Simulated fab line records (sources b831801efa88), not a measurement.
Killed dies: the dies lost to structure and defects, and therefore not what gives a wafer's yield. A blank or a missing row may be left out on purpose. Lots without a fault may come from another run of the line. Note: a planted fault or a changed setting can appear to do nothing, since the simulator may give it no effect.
fab line records -- flow sky130
record lots=6, wafers=17, lastDay=50
route steps=708 shown PWDE@53 NWELL@56 PAD_OPEN@708
lots that met no fault: from a run of the same line without faults
startH: hours from the record's opening day to when the first of the lot's shown wafers began -- waitH: hours elapsed since this lot's preceding step -- " repeats the value in the row above -- L1.1+2: several wafers, shown together as one row -- - value missing, or start not given -- * or withheld: withheld -- < > ~ a bound
route shown NAME@n: a module of which the file shows steps, and the number in the route of the first -- usual: average and standard deviation across the fault-free wafers -- same: alike in all rows -- chamber/n: place in a boat -- sites: readings site by site -- _std_site: standard deviation of those values -- _edge_site: mean of outer sites minus mean of inner sites -- radiusMm: for every site, how far away it sits from the centre of the wafer -- mask NAME#n: copy n -- behind: the last tool/chamber to shape the wafer -- hold: what put the lot on hold/how long, in hours/how the hold closed -- device: transistor that didn't switch, given as n, p or np -- end of line: tests run on the same wafers once the route is complete -- where a step has no rows: the recipe by itself -- killed: count of dies lost to structure and defects at first sort (not the wafer's yield) -- map: dies across one wafer; x = killed, . = not, _ = none there
set.NAME: the setting that was run; set.NAME@STEP: the one run at that earlier step -- model.NAME: the simulator's own value behind a step, which no gauge read
lots at selected steps of the route; one table per step, one row per wafer
services: a tool's chamber out of use, with start hour (startH, from the record's first day; less than 0 if before it), hours out, and reason
## steps
# step SKY_PWDE_IMPLANT_08
# recipe species=B, energyKev=150, doseCm2=3.6e+12, tiltDeg=withheld
# step SKY_PWDE_STRIP_09
# recipe chemistry=O2/N2, powerW=1400, pressureMtorr=1500, platenTempC=withheld, o2FlowSccm=3000, n2FlowSccm=300, overashFraction=0.5
# usual drypumpMotorCurrentA=5.9/0.41, oesProductAu=0.722/0.0044, stripTimeToEndpointS=36.91/0.079
lot.wafer,tool,chamber,startH,waitH,drypumpMotorCurrentA,oesProductAu,rfHoursCounterH,stripTimeToEndpointS
L377.1,plasmaAsher-04,0,92.69,0.1,5.6,0.718,29,36.90
L377.2,plasmaAsher-04,1,92.69,0.1,6.0,0.726,29,36.93
L377.4,plasmaAsher-04,1,92.69,0.1,6.0,0.725,-,36.97
L379.1,plasmaAsher-04,0,103.89,0.1,5.7,0.725,30,36.92
L379.2,plasmaAsher-04,1,103.89,0.1,6.0,0.720,30,36.92
L379.4,plasmaAsher-04,1,103.89,0.1,6.0,0.721,-,36.94
L388.1,plasmaAsher-02,1,150.84,0.1,5.8,0.715,44,36.90
L388.3,plasmaAsher-02,0,150.84,0.1,6.5,0.715,-,36.91
L389.4,plasmaAsher-02,0,157.55,0.1,6.5,0.718,-,36.93
L389.5,plasmaAsher-02,0,157.55,0.1,6.5,0.722,-,36.84
L389.6,plasmaAsher-02,1,157.55,0.1,5.7,0.716,-,36.87
L394.1,plasmaAsher-02,1,188.15,0.1,5.8,0.721,47,36.85
L394.2,plasmaAsher-02,0,188.15,0.1,6.5,0.724,47,36.88
L394.3,plasmaAsher-02,0,188.15,0.1,6.6,0.722,-,36.88
L395.2,plasmaAsher-03,1,192.33,0.1,6.3,0.715,51,36.89
L395.4,plasmaAsher-03,1,192.33,0.1,6.4,0.721,-,36.85
L395.6,plasmaAsher-03,1,192.33,0.1,6.4,0.728,-,37.01
# step SKY_PWDE_TW_MEAS_10
# usual PWDE_TW=376/3.4
lot.wafer,tool,chamber,startH,waitH,PWDE_TW
L377.1,filmMetro-01,-,92.79,0.1,379
L377.2,filmMetro-01,-,92.79,0.1,379
L377.4,filmMetro-01,-,92.79,0.1,376
L379.1,filmMetro-04,-,103.99,0.1,371
L379.2,filmMetro-04,-,103.99,0.1,375
L379.4,filmMetro-04,-,103.99,0.1,372
L388.1,filmMetro-01,-,150.94,0.1,379
L388.3,filmMetro-01,-,150.94,0.1,379
L389.4,filmMetro-01,-,157.65,0.1,377
L389.5,filmMetro-01,-,157.65,0.1,379
L389.6,filmMetro-01,-,157.65,0.1,378
L394.1,filmMetro-01,-,188.25,0.1,378
L394.2,filmMetro-01,-,188.25,0.1,380
L394.3,filmMetro-01,-,188.25,0.1,379
L395.2,filmMetro-01,-,192.44,0.1,377
L395.4,filmMetro-01,-,192.44,0.1,377
L395.6,filmMetro-01,-,192.44,0.1,378
# step SKY_NWELL_DEHYDRATE_03
# recipe tempC=200, timeS=60
# step SKY_NWELL_HMDS_04
# recipe primeTimeS=60, primeTempC=120
# step SKY_NWELL_COAT_05
# recipe spinRpm=2000, resistThkNm=3000
# step SKY_NWELL_SOFTBAKE_06
# recipe tempC=110, timeS=withheld
# step SKY_NWELL_EXPOSE_07
# recipe maskId=NWM, na=0.6, sourceShape=conventional, sigmaOuter=0.6, polarization=unpolarized, targetCdNm=840, doseMj=255
# step SKY_NWELL_PEB_08
# recipe tempC=115, timeS=withheld
# step SKY_NWELL_DEVELOP_09
# recipe wallAngleDeg=90, developer=TMAH, developTimeS=60, devTempC=23
# step SKY_NWELL_OVL_MEAS_10
# usual NWELL_00_OVL=0.5/1.3
lot.wafer,tool,chamber,startH,waitH,NWELL_00_OVL[nm]
L377.1,overlay-01,-,110.30,-,1.0
L377.2,overlay-01,-,110.30,-,0.2
L377.4,overlay-01,-,110.30,-,0.4
L379.1,overlay-02,-,122.58,-,1.1
L379.2,overlay-02,-,122.58,-,0.7
L379.4,overlay-02,-,122.58,-,1.9
L388.1,overlay-02,-,170.85,-,-2.1
L388.3,overlay-02,-,170.85,-,-2.7
L389.4,overlay-01,-,178.62,-,0.1
L389.5,overlay-01,-,178.62,-,-0.7
L389.6,overlay-01,-,178.62,-,-0.8
L394.1,overlay-01,-,209.73,-,1.5
L394.2,overlay-01,-,209.73,-,2.8
L394.3,overlay-01,-,209.73,-,-0.3
L395.2,overlay-01,-,214.11,-,-0.9
L395.4,overlay-01,-,214.11,-,-0.3
L395.6,overlay-01,-,214.11,-,-1.0
# step SKY_NWELL_IMPLANT_11
# recipe species=P, energyKev=400, doseCm2=1.9e+13, tiltDeg=withheld
# step SKY_NWELL_IMPLANT_12
# recipe species=P, energyKev=120, doseCm2=1.3e+12, tiltDeg=withheld
# usual beamOnS=10.00/0.2, faradayCurrentUA=7.33/0.14
lot.wafer,tool,chamber,startH,waitH,beamOnS,faradayCurrentUA
L377.1,implanter-03,0,110.48,0.1,9.62,7.61
L377.2,implanter-03,0,110.48,0.1,9.96,7.37
L377.4,implanter-03,0,110.48,0.1,10.06,7.32
L379.1,implanter-03,0,122.77,0.1,9.60,7.61
L379.2,implanter-03,0,122.77,0.1,9.95,7.36
L379.4,implanter-03,0,122.77,0.1,9.84,7.41
L388.1,implanter-03,0,171.04,0.1,10.21,7.20
L388.3,implanter-03,0,171.04,0.1,11.58,6.32
L389.4,implanter-03,0,178.86,0.1,9.93,7.38
L389.5,implanter-03,0,178.86,0.1,9.69,7.53
L389.6,implanter-03,0,178.86,0.1,11.65,6.28
L394.1,implanter-02,0,209.92,0.1,10.12,7.24
L394.2,implanter-02,0,209.92,0.1,9.81,7.45
L394.3,implanter-02,0,209.92,0.1,10.14,7.20
L395.2,implanter-04,0,214.31,0.1,9.85,7.46
L395.4,implanter-04,0,214.31,0.1,10.11,7.25
L395.6,implanter-04,0,214.31,0.1,9.85,7.43
# step SKY_NWELL_IMPLANT_13
# recipe species=P, energyKev=50, doseCm2=7e+11, tiltDeg=withheld
# step SKY_PAD_OPEN_PROBE_99
# usual killed_at_M0_to_M3=43/7.7, killed_at_M4_up=3.1/1.7, killedAtContacts=23/4.8, killedAtFrontEnd=15/4.5, killedAtOther=0.3/0.58, killedDies=85/10, killedOpen=46/7.5, killedShort=38/6.5
# same grossDies=492, killedAtBackSide=0
lot.wafer,tool,chamber,startH,waitH,killed_at_M0_to_M3,killed_at_M4_up,killedAtContacts,killedAtFrontEnd,killedAtOther,killedDies,killedOpen,killedShort,model.etest.pfet_01v8_lvt.driveUaUm,model.etest.pfetG5v0d10v5.offLog10AUm,model.etest.pfet_01v8_lvt.offLog10AUm,model.etest.pfetG5v0d10v5.vtSatV,model.etest.pfet_16v.vtV,model.etest.pfetG5v0d10v5.vtV,model.etest.pfetG5v0d10v5.vtLongV,model.etest.pfet_01v8_lvt.vtSatV
L377.1,prober-02,-,1103.42,0.1,51,5,19,16,1,92,44,48,174.2,-12.64,-9.133,-0.6313,-1.099,-0.8186,-0.9268,-0.4637
L377.2,prober-02,-,1103.47,0.1,49,2,22,10,0,83,45,38,175.9,-12.51,-9.01,-0.6289,-1.108,-0.8195,-0.9363,-0.4547
L377.4,prober-02,-,1103.57,0.2,28,2,19,6,0,55,26,29,174,-12.61,-9.139,-0.6395,-1.101,-0.8266,-0.9258,-0.4585
L379.1,prober-01,-,1116.58,0.1,39,2,31,17,0,89,49,40,175,-12.55,-8.494,-0.6061,-1.09,-0.8071,-0.9209,-0.4209
L379.2,prober-01,-,1116.63,0.1,29,6,20,14,0,69,40,29,175.1,-12.43,-8.584,-0.608,-1.085,-0.8079,-0.9155,-0.4177
L379.4,prober-01,-,1116.73,0.2,41,3,31,16,0,91,57,34,177,-12.24,-8.723,-0.5843,-1.09,-0.7929,-0.9204,-0.4177
L388.1,prober-01,-,1159.63,0.1,46,1,21,22,0,90,51,39,171.4,-12.99,-9.021,-0.6802,-1.119,-0.8643,-0.9477,-0.4513
L388.3,prober-01,-,1159.73,0.2,41,8,16,20,1,86,51,35,166,-13.23,-9.396,-0.7266,-1.164,-0.8977,-0.9828,-0.4897
L389.4,prober-02,-,1164.19,0.2,52,6,29,8,2,97,49,46,172.2,-12.86,-9.111,-0.6502,-1.118,-0.8458,-0.9458,-0.4625
L389.5,prober-02,-,1164.24,0.2,43,5,10,15,0,73,35,38,173,-12.48,-9.148,-0.6307,-1.108,-0.8267,-0.941,-0.4616
L389.6,prober-02,-,1164.29,0.2,64,4,17,13,1,99,47,52,170.4,-13.16,-9.691,-0.6838,-1.166,-0.8681,-0.986,-0.4987
L394.1,prober-01,-,1191.35,0.1,31,2,17,16,0,66,30,36,175.7,-12.18,-8.892,-0.6052,-1.09,-0.7994,-0.9243,-0.4417
L394.3,prober-01,-,1191.45,0.2,37,2,19,16,0,74,36,38,172.6,-12.78,-8.918,-0.6455,-1.095,-0.8385,-0.9261,-0.4497
L395.2,prober-02,-,1193.67,0.1,41,6,29,8,0,84,52,32,175.2,-12.44,-8.905,-0.6257,-1.095,-0.8317,-0.9272,-0.4464
L395.4,prober-02,-,1193.77,0.2,36,5,33,21,0,95,46,49,176.3,-12.31,-8.996,-0.6173,-1.09,-0.8151,-0.9179,-0.4506
L395.6,prober-02,-,1193.87,0.2,59,6,22,10,1,98,53,44,179.6,-12.23,-8.95,-0.5965,-1.087,-0.8047,-0.9234,-0.4517
# killed by level:class
L377.1 VIA1:geometricParticle:open=14 VIA3:geometricParticle:open=7 VIA1:geometricParticle:short=7 LOCAL_INTERCONNECT:geometricParticle:short=6 FIELD_ISO:geometricParticle:short=5 LI_CONTACT:geometricParticle:open=5 METAL2:geometricParticle:short=5 VIA2:geometricParticle:open=5
L377.2 VIA1:geometricParticle:open=17 LI_CONTACT:geometricParticle:open=7 METAL1:geometricParticle:short=7 METAL3:geometricParticle:short=6 VIA3:geometricParticle:open=6 CONTACT:geometricParticle:open=5 METAL2:geometricParticle:short=5 LI_CONTACT:geometricParticle:short=4
L377.4 CONTACT:geometricParticle:open=8 METAL2:geometricParticle:short=5 LOCAL_INTERCONNECT:geometricParticle:short=5 VIA3:geometricParticle:open=5 METAL1:geometricParticle:short=4 VIA3:geometricParticle:short=4 FIELD_ISO:geometricParticle:short=3 LI_CONTACT:geometricParticle:open=3
L379.1 CONTACT:geometricParticle:open=11 VIA1:geometricParticle:open=10 CONTACT:geometricParticle:short=9 LI_CONTACT:geometricParticle:open=6 VIA1:geometricParticle:short=6 VIA3:geometricParticle:open=6 FIELD_ISO:geometricParticle:open=4 FIELD_ISO:geometricParticle:short=4
L379.2 CONTACT:geometricParticle:open=11 POLY_GATE:geometricParticle:open=7 METAL2:geometricParticle:short=5 VIA3:geometricParticle:open=5 FIELD_ISO:geometricParticle:short=4 VIA2:geometricParticle:open=4 VIA1:geometricParticle:open=4 METAL1:geometricParticle:short=3
L379.4 VIA1:geometricParticle:open=15 LI_CONTACT:geometricParticle:open=9 CONTACT:geometricParticle:open=8 CONTACT:geometricParticle:short=6 VIA2:geometricParticle:open=6 METAL2:geometricParticle:short=5 FIELD_ISO:geometricParticle:short=4 VIA3:geometricParticle:short=4
L388.1 VIA1:geometricParticle:open=18 CONTACT:geometricParticle:open=7 VIA1:geometricParticle:short=7 FIELD_ISO:geometricParticle:open=6 POLY_GATE:geometricParticle:short=6 LI_CONTACT:geometricParticle:open=6 METAL2:geometricParticle:short=5 LOCAL_INTERCONNECT:geometricParticle:short=4
L388.3 VIA2:geometricParticle:open=9 VIA1:geometricParticle:open=8 VIA1:geometricParticle:short=8 LI_CONTACT:geometricParticle:open=8 METAL4:geometricParticle:short=6 FIELD_ISO:geometricParticle:short=5 FIELD_ISO:geometricParticle:open=5 VIA3:geometricParticle:open=5
L389.4 VIA1:geometricParticle:open=13 VIA2:geometricParticle:open=10 LI_CONTACT:geometricParticle:short=7 CONTACT:geometricParticle:open=7 METAL2:geometricParticle:short=7 LOCAL_INTERCONNECT:geometricParticle:short=6 METAL1:geometricParticle:short=6 LI_CONTACT:geometricParticle:open=6
L389.5 VIA2:geometricParticle:open=9 METAL1:geometricParticle:short=7 VIA3:geometricParticle:short=7 POLY_GATE:geometricParticle:short=6 CONTACT:geometricParticle:open=5 VIA1:geometricParticle:open=5 VIA3:geometricParticle:open=5 METAL2:geometricParticle:short=4
L389.6 VIA1:geometricParticle:open=12 VIA3:geometricParticle:open=9 VIA1:geometricParticle:short=9 VIA2:geometricParticle:open=9 METAL1:geometricParticle:short=7 METAL2:geometricParticle:short=7 CONTACT:geometricParticle:short=5 LI_CONTACT:geometricParticle:short=4
L394.1 VIA1:geometricParticle:open=7 LI_CONTACT:geometricParticle:open=6 METAL2:geometricParticle:short=6 METAL1:geometricParticle:short=5 VIA3:geometricParticle:short=5 CONTACT:geometricParticle:open=5 VIA3:geometricParticle:open=4 FIELD_ISO:geometricParticle:short=3
L394.3 CONTACT:geometricParticle:open=6 METAL2:geometricParticle:short=6 FIELD_ISO:geometricParticle:short=5 LI_CONTACT:geometricParticle:open=5 VIA2:geometricParticle:open=5 VIA3:geometricParticle:open=5 FIELD_ISO:geometricParticle:open=4 CONTACT:geometricParticle:short=4
L395.2 LI_CONTACT:geometricParticle:open=14 CONTACT:geometricParticle:open=8 METAL2:geometricParticle:short=8 VIA2:geometricParticle:open=8 VIA1:geometricParticle:open=6 VIA3:geometricParticle:open=4 CONTACT:geometricParticle:short=4 METAL1:geometricParticle:short=4
L395.4 CONTACT:geometricParticle:short=10 LI_CONTACT:geometricParticle:open=9 METAL2:geometricParticle:short=9 VIA1:geometricParticle:open=7 FIELD_ISO:geometricParticle:short=6 CONTACT:geometricParticle:open=6 VIA2:geometricParticle:open=6 FIELD_ISO:geometricParticle:open=5
L395.6 VIA1:geometricParticle:open=13 CONTACT:geometricParticle:open=10 METAL2:geometricParticle:short=10 VIA2:geometricParticle:open=9 VIA3:geometricParticle:open=7 LI_CONTACT:geometricParticle:open=6 METAL4:geometricParticle:short=5 VIA2:geometricParticle:short=4
## services
tool,chamber,startH,hours,kind
implanter-03,-,70.63,4.6,repair
implanter-02,-,109.23,3.3,pm
implanter-04,-,111.54,3.6,repair
implanter-03,-,129.63,3.9,repair
implanter-04,-,146.79,3.5,pm
implanter-04,-,159.03,2.7,pm
implanter-02,-,168.80,2.5,pm
plasmaAsher-03,-,174.84,2.8,pm
plasmaAsher-04,-,187.54,1.2,repair
plasmaAsher-04,-,192.15,0.5,repair
plasmaAsher-03,-,196.30,2.4,repair
implanter-03,-,202.55,3.5,repair
## key
firstSign step=SKY_NWELL_IMPLANT_12, reading=beamOnS, direction=up, sigmas=8.2, usual=10.00, struck=11.62
effect step=SKY_NWELL_IMPLANT_12, reading=faradayCurrentUA, direction=down, sigmas=7.2, usual=7.33, struck=6.30
modelEffect step=SKY_PAD_OPEN_PROBE_99, value=etest.pfet_01v8_lvt.driveUaUm, without=172.9, struck=168.2
metAt SKY_NWELL_IMPLANT_12
struckWafers L388.3,L389.6
testerLeftOut L388,L389
onsetBetween 122.77 171.04
fault kind=processParameterDrift, tool=implanter-03, chamber=-, onsetH=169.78, steps=SKY_NWELL_IMPLANT_12, channel=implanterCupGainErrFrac, offset=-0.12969, shape=step, endH=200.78, scope=struckWafersOnly
# testerLeftOut: of these lots the tester's yield and bins aren't shown, on N5 and GAA mostly nor the transistor test; their killed dies are dies lost to structure and defects alone, not to doping, threshold or leakage, so they don't give the yield
